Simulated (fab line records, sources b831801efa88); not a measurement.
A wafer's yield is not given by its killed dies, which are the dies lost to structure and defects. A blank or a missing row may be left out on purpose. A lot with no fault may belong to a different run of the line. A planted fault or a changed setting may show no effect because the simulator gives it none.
The tool behind it: which one? + flow sky130 + 36 wafers from 12 lots sampled at 4 of the route's 708 steps

== WHAT EACH GAUGE READ, for each wafer ==
SKY_POLY_GATE_THK_MEAS_21. Usual: for POLY_GATE_OXIDATION_THK the level is 4.01 nm and the standard deviation is 0.08.
| lot  | measured     | on            | POLY_GATE_OXIDATION_THK (nm) | flag |
|------|--------------|---------------|------------------------------|------|
| L233 | day 16 13:51 | film-metro-03 | 3.80 3.84 3.95               |      |
| L234 | day 16 23:25 | film-metro-01 | 3.96 3.98 4.03               |      |
| L235 | day 18 10:16 | film-metro-02 | 4.04 3.96 4.04               |      |
| L236 | day 18 10:17 | film-metro-03 | 3.88 3.95 3.89               |      |
| L237 | day 18 11:17 | film-metro-01 | 4.13 4.14 4.11               |      |
| L239 | day 18 11:17 | film-metro-03 | 4.04 4.06 4.01               |      |
| L242 | day 19 17:19 | film-metro-02 | 4.04 3.98 3.95               |      |
| L248 | day 22 11:50 | film-metro-02 | 6.05 6.07 6.02               | OFF  |
| L246 | day 22 13:05 | film-metro-01 | 5.99 6.07 6.02               | OFF  |
| L247 | day 22 13:06 | film-metro-03 | 5.98 5.93 6.04               | OFF  |
| L253 | day 23 12:47 | film-metro-03 | 3.91 4.07 3.97               |      |
| L254 | day 24 01:42 | film-metro-03 | 4.07 4.06 4.09               |      |

SKY_POLY_GATE_CD_MEAS_22. Usual: cd-nm 150.1 nm, standard deviation 1.9.
| lot  | measured     | on        | cd-nm (nm)        | flag |
|------|--------------|-----------|-------------------|------|
| L233 | day 16 13:56 | cd-sem-02 | 151.2 151.0 150.8 |      |
| L234 | day 16 23:29 | cd-sem-02 | 149.8 149.8 151.7 |      |
| L235 | day 18 10:20 | cd-sem-01 | 150.8 151.3 151.9 |      |
| L236 | day 18 10:21 | cd-sem-02 | 150.8 149.2 148.3 |      |
| L237 | day 18 11:21 | cd-sem-01 | 148.0 151.6 150.4 |      |
| L239 | day 18 11:31 | cd-sem-01 | 149.4 146.6 148.0 |      |
| L242 | day 19 17:23 | cd-sem-02 | 149.0 148.2 150.4 |      |
| L248 | day 22 11:55 | cd-sem-02 | 151.2 147.7 150.9 |      |
| L246 | day 22 13:08 | cd-sem-01 | 149.4 148.2 149.1 |      |
| L247 | day 22 13:12 | cd-sem-02 | 151.3 150.5 153.3 |      |
| L253 | day 23 12:52 | cd-sem-02 | 149.5 148.6 149.5 |      |
| L254 | day 24 01:47 | cd-sem-02 | 146.3 147.6 144.1 |      |

SKY_LI_CONTACT_THK_MEAS_01. Usual: for LI_CONTACT_HDPCVD_THK the level is 926 nm and the standard deviation is 11.
| lot  | measured     | on            | LI_CONTACT_HDPCVD_THK (nm) | flag |
|------|--------------|---------------|----------------------------|------|
| L233 | day 27 21:31 | film-metro-01 | 916 917 924                |      |
| L234 | day 28 07:21 | film-metro-01 | 925 933 931                |      |
| L235 | day 29 15:47 | film-metro-02 | 927 919 929                |      |
| L236 | day 29 19:13 | film-metro-01 | 935 933 928                |      |
| L237 | day 29 20:40 | film-metro-03 | 907 924 919                |      |
| L239 | day 29 20:33 | film-metro-02 | 941 952 954                |      |
| L242 | day 30 23:21 | film-metro-02 | 926 915 918                |      |
| L248 | day 33 11:05 | film-metro-01 | 937 927 936                |      |
| L246 | day 33 11:20 | film-metro-03 | 924 920 921                |      |
| L247 | day 33 13:10 | film-metro-02 | 915 917 923                |      |
| L253 | day 34 08:53 | film-metro-02 | 939 924 911                |      |
| L254 | day 34 19:11 | film-metro-02 | 928 928 924                |      |

== TOOL THAT RAN EACH LOT (tool first, then ch and the chambers of the sampled wafers, then the start) ==
| lot  | SKY_POLY_GATE_OXIDATION_20    |
|------|-------------------------------|
| L233 | furnace-02 ch 0, day 16 12:35 |
| L234 | furnace-02 ch 0, day 16 22:09 |
| L235 | furnace-01 ch 0, day 18 09:01 |
| L236 | furnace-01 ch 0, day 18 09:01 |
| L237 | furnace-02 ch 0, day 18 10:02 |
| L239 | furnace-02 ch 0, day 18 10:02 |
| L242 | furnace-02 ch 0, day 19 16:03 |
| L248 | furnace-02 ch 0, day 22 10:35 |
| L246 | furnace-02 ch 0, day 22 11:50 |
| L247 | furnace-02 ch 0, day 22 11:50 |
| L253 | furnace-01 ch 0, day 23 11:32 |
| L254 | furnace-01 ch 0, day 24 00:26 |
- SKY_POLY_GATE_OXIDATION_20: stabilise 600 s, purge 300 s, target thk 4 nm.

== AS READ BY THE TOOLS THEMSELVES (means over the sampled wafers that have a number; for cases with no such wafer, the mark the record gives instead) ==
SKY_POLY_GATE_OXIDATION_20. Usual: spike-tc-bottom-C 869.2 C, standard deviation 1.7; spike-tc-centre-C 850.6 C, standard deviation 1; spike-tc-lower-C 851.4 C, standard deviation 1; spike-tc-top-C 861.1 C, standard deviation 2.1; spike-tc-upper-C 850.5 C, standard deviation 1.1; tube-center-temp-C 850 C, standard deviation 0.079; tube_center_temp_C_max 852.2, standard deviation 0.37; zone-power-top-pct 32.2 %, standard deviation 0.79.
| lot  | tool       | spike-tc-bottom-C (C) | spike-tc-centre-C (C) | spike-tc-lower-C (C) | spike-tc-top-C (C) | spike-tc-upper-C (C) | tube-center-temp-C (C) | tube_center_temp_C_max | zone-power-top-pct (%) | flag |
|------|------------|-----------------------|-----------------------|----------------------|--------------------|----------------------|------------------------|------------------------|------------------------|------|
| L233 | furnace-02 | 868.3                 | 851.1                 | 851.9                | 862.2              | 850.3                | 850                    | 852.1                  | 31.9                   |      |
| L234 | furnace-02 | 868.6                 | 850.6                 | 850.7                | 861.7              | 850.5                | 850                    | 852.5                  | 31.6                   |      |
| L235 | furnace-01 | 871.3                 | 851.0                 | 850.4                | 858.1              | 850.3                | 850                    | 852.4                  | 33.4                   |      |
| L236 | furnace-01 | 871.2                 | 851.4                 | 850.0                | 857.6              | 850.1                | 850                    | 852.4                  | 33.6                   |      |
| L237 | furnace-02 | 868.6                 | 849.0                 | 851.4                | 862.7              | 850.0                | 850                    | 852.2                  | 31.7                   |      |
| L239 | furnace-02 | 867.9                 | 851.3                 | 851.7                | 862.0              | 851.5                | 850                    | 852.1                  | 32.1                   |      |
| L242 | furnace-02 | 868.1                 | 849.9                 | 852.1                | 861.7              | 851.3                | 850                    | 852.0                  | 31.5                   |      |
| L248 | furnace-02 | 901.1                 | 883.2                 | 884.4                | 894.7              | 883.3                | 883                    | 885.4                  | 33.9                   | OFF  |
| L246 | furnace-02 | 901.5                 | 884.0                 | 886.1                | 895.1              | 885.3                | 883                    | 885.8                  | 33.8                   | OFF  |
| L247 | furnace-02 | 901.6                 | 883.9                 | 884.3                | 895.2              | 884.6                | 883                    | 885.6                  | 33.7                   | OFF  |
| L253 | furnace-01 | 872.1                 | 852.0                 | 851.6                | 857.6              | 849.5                | 850                    | 852.4                  | 33.5                   |      |
| L254 | furnace-01 | 871.6                 | 850.6                 | 850.3                | 858.1              | 850.0                | 850                    | 852.5                  | 33.7                   |      |

== THE ANSWER, worked out from the rows above alone ==
Rule: a lot is off if the mean of its wafers that have a number lies more than 3 standard deviations from the usual mean. A lot without any number at a reading at which 4 lots or more have one is off too. Where the step has rows for the other lots, those lots are counted as sound. First the gauges in route order, then the tools' own readings, where a lot's mean is used as printed above. At the first step where some lot is off, the reading lying furthest off is the one used; lots without a number count as furthest.
Off: L248, L246, L247, seen at SKY_POLY_GATE_THK_MEAS_21 (POLY_GATE_OXIDATION_THK).
A tool fits if, at a process step before that reading, it ran every lot that is off, and no sound lot after the first of them. Not tried: the gauges at SKY_POLY_GATE_THK_MEAS_21; whatever is off there is also off at SKY_POLY_GATE_OXIDATION_20, on other tools, and gauge error can't account for it. One candidate fits, namely furnace-02 at SKY_POLY_GATE_OXIDATION_20. A fault onset in the window from L242 (day 19 16:03, its last sound lot) to L248 (day 22 10:35, its first lot off) fits.
The tool's own readings at SKY_POLY_GATE_OXIDATION_20 bear it out: on the lots that are off they differ by more than 5 times the standard deviation of the sound lots' means. spike-tc-bottom-C reads 901.4 C there against 869.7 C on the sound lots; spike-tc-centre-C reads 883.7 C there against 850.8 C on the sound lots; spike-tc-lower-C reads 884.9 C there against 851.1 C on the sound lots; spike-tc-top-C reads 895.0 C there against 860.2 C on the sound lots; spike-tc-upper-C reads 884.4 C there against 850.4 C on the sound lots; tube-center-temp-C reads 883 C there against 850 C on the sound lots; tube_center_temp_C_max reads 885.6 there against 852.3 on the sound lots.

== WHAT THE SIMULATOR HAD PUT IN ==
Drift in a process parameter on furnace-02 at SKY_POLY_GATE_OXIDATION_20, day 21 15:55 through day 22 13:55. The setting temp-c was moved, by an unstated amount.
Shown lots that were struck: L248, L246, L247. This agrees with what the rule above found.
